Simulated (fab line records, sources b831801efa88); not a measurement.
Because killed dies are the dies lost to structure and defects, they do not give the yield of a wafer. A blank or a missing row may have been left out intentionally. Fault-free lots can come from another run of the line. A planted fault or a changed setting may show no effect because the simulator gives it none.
Matching of chambers ; flow gf180mcu ; 4 sister chambers for GF_V2_CMP_04 on cmp-01
The step polishes SiO2. 14 wafers are shown with their chamber, then 7 later ones without.

EACH WAFER AND ITS CHAMBER
wafer;chamber;motor_current_A (A);time_to_endpoint_s (s);platen_rpm (rpm)
L359.3;1;12.7;72;60.00
L359.5;3;11.5;80;59.98
L359.6;0;10.7;77;60.03
L360.2;3;12.0;73;59.95
L360.3;1;12.3;74;59.96
L360.5;3;11.6;82;59.95
L362.1;2;11.8;72;59.97
L362.5;3;11.6;76;60.03
L362.6;0;11.1;71;59.98
L369.4;1;11.8;80;59.96
L369.5;1;12.0;79;59.98
L369.6;0;10.8;78;59.98
L372.2;3;11.4;76;59.95
L372.5;1;12.6;77;60.00

SIGNATURES (averages over the wafers above)
reading;chamber 0;chamber 1;chamber 2;chamber 3;scatter within a chamber
motor_current_A;10.867;12.280;11.800;11.620;0.297
time_to_endpoint_s;75.33;76.40;72.00;77.40;3.54
platen_rpm;59.9967;59.9800;59.9700;59.9720;0.0285
Rule: a wafer's distance from a chamber is the root of the sum, over the readings, of the square of ((its reading less the chamber's mean) divided by the reading's scatter). The wafer belongs to the nearest chamber; if the next one is less than 2 further off, it can't be placed. The scatter: the root of (the sum of the squares of (reading less its chamber's mean) over the shown wafers, divided by (wafers less chambers)).

WAFERS MISSING THEIR CHAMBER
wafer;motor_current_A (A);time_to_endpoint_s (s);platen_rpm (rpm)
L372.6;11.5;84;60.03
L374.2;11.1;74;60.00
L374.3;11.9;74;59.99
L374.5;11.7;85;60.04
L376.3;12.0;75;59.95
L376.5;12.0;80;60.04
L376.6;11.8;84;60.09

WHICH CHAMBER EACH ONE RAN IN
wafer;from the rows above;in truth
L372.6;can't be placed: 3 or 0 or 1 or 2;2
L374.2;can't be placed: 0 or 3 or 2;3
L374.3;can't be placed: 2 or 3 or 1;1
L374.5;can't be placed: 3 or 1 or 0 or 2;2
L376.3;can't be placed: 2 or 1 or 3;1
L376.5;can't be placed: 1 or 3 or 2 or 0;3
L376.6;can't be placed: 3 or 1 or 0 or 2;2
Correct placement for 0 of the 7. Cannot be placed on the basis of these rows: 7; the candidates contain the true chamber in 7. Placed wrongly: 0.
